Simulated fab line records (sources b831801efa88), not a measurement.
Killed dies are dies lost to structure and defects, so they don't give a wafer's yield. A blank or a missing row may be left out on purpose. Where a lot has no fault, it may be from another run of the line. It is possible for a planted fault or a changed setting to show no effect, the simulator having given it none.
Comparing a struck lot with a sound one    flow sky130    15 steps out of a route of 708
Sound: the wafers L729.1, L729.2, L729.3. Struck: wafers L726.2, L726.3, L726.4. At the end, the cause is stated.
Per side, at each step with rows, come the tool, then ch with its chambers, and then its first start. Under that, the readings that differ: sound wafers    struck wafers    difference of the means    sigmas: that difference in standard deviations of wafers without a fault.
alike: readings whose means differ by less than 2 such deviations, and words and numbers that are the same on both sides. not compared: withheld readings, readings that some wafer has no value for, bounds like >300 that may hide the same value, and numbers for which the record gives no deviation and whose values overlap.
The two part at a step that has a row with sigmas, a row that says differs or no value, or rows on one side only. Numbers that don't overlap but have no deviation are shown without sigmas and don't part them. A reading missing from all wafers of one side parts the sides only when that side holds two or more wafers.

first, 6 steps without rows for these wafers: SKY_GATE_OXIDE_HMDS_04 (prime time 60 s); SKY_GATE_OXIDE_COAT_05 (resist thk 1140 nm); SKY_GATE_OXIDE_SOFTBAKE_06 (time 60 s); SKY_GATE_OXIDE_EXPOSE_07 (exposes mask LVOM, target cd 600 nm); SKY_GATE_OXIDE_PEB_08; SKY_GATE_OXIDE_DEVELOP_09 (develop time 60 s).
SKY_GATE_OXIDE_OVL_MEAS_10:
  sound: overlay-01 at day 18 20:22; struck: overlay-02 at day 17 14:43
  alike: GATE_OXIDE_OVL
then, 2 steps without rows for these wafers: SKY_GATE_OXIDE_IMPLANT_11; SKY_GATE_OXIDE_WET_ETCH_12 (etches SiO2 in dHF, target depth 16.8 nm, time 336 s).
SKY_GATE_OXIDE_STRIP_13: strips in O2/N2.
  sound on plasma-asher-02 ch 0,1, day 18 20:39; struck on plasma-asher-03 ch 0,1, day 17 15:18
  alike: drypump-motor-current-A, n2-flow-sccm, oes-product-au, strip-time-to-endpoint-s
  not compared: rf-hours-counter-h
SKY_GATE_OXIDE_TW_MEAS_14:
  sound: film-metro-03 at day 18 20:45; struck: film-metro-03 at day 17 15:25
  alike: GATE_OXIDE_TW
then, 1 step without rows for these wafers: SKY_GATE_OXIDE_CLEAN_15 (cleans in SC1/SC2, time 150 s).
SKY_GATE_OXIDE_OXIDATION_16: stabilise 600 s, purge 300 s, target thk 3.57 nm.
  sound on furnace-01 ch 0, day 18 20:53; struck on furnace-02 ch 0, day 17 16:55
reading                                            sound              struck             difference  sigmas
model.SiO2_of_GATE_OXIDE_OXIDATION_01.thk-nm (nm)  11.23 11.35 11.27  11.46 11.47 11.56  +0.21       
  alike: spike-tc-centre-C
then, 1 step without rows for these wafers: SKY_POLY_GATE_CVD_00 (deposits poly-Si, target thk 180 nm, time 720 s).
-- a jump in the record: the struck wafers' starts before and after are 31 days apart (it breaks off in module POLY_GATE and resumes in module PAD_OPEN, where the first step shown is number 708 of the route) --
SKY_PAD_OPEN_PROBE_99:
  sound: prober-02 at day 49 02:49; struck: prober-02 at day 48 11:28
reading                                    sound              struck             difference  sigmas
model.etest.nfet_01v8_lvt.drive-ua-um      580.2 582 581.2    620.4 626.1 611.9  +38.3       
model.etest.nfet_01v8_swapped.drive-ua-um  511.6 514.1 508.1  553.9 555.1 549.2  +41.5       
model.etest.nfet_01v8_turned.drive-ua-um   508 514.5 515.2    551 559 541.2      +38         
model.etest.nfet_01v8.drive-ua-um          511.4 515.3 509.5  549.2 554.7 547.2  +38.3       
model.etest.nfet_01v8.r-on-ohm-um          821.4 821.5 821    789.4 782.6 805.5  -28.8       
model.etest.sram-nfet-pass.drive-ua-um     505.9 518.6 518.1  521.1 538.2 535.4  +17.4       
model.etest.nfet-g5v0d10v5.drive-ua-um     624.7 613.6 618.9  612.2 606.3 611.2  -9.2        
  alike: killed_at_M0_to_M3, killed_at_M4_up, killed-at-contacts, killed-at-front-end, killed-at-other, killed-dies, killed-open, killed-short
  not compared: model.etest.pfet_01v8.r-on-ohm-um

WHERE THEY PART
Nowhere in this record.

WHY: what had been put in by the simulator
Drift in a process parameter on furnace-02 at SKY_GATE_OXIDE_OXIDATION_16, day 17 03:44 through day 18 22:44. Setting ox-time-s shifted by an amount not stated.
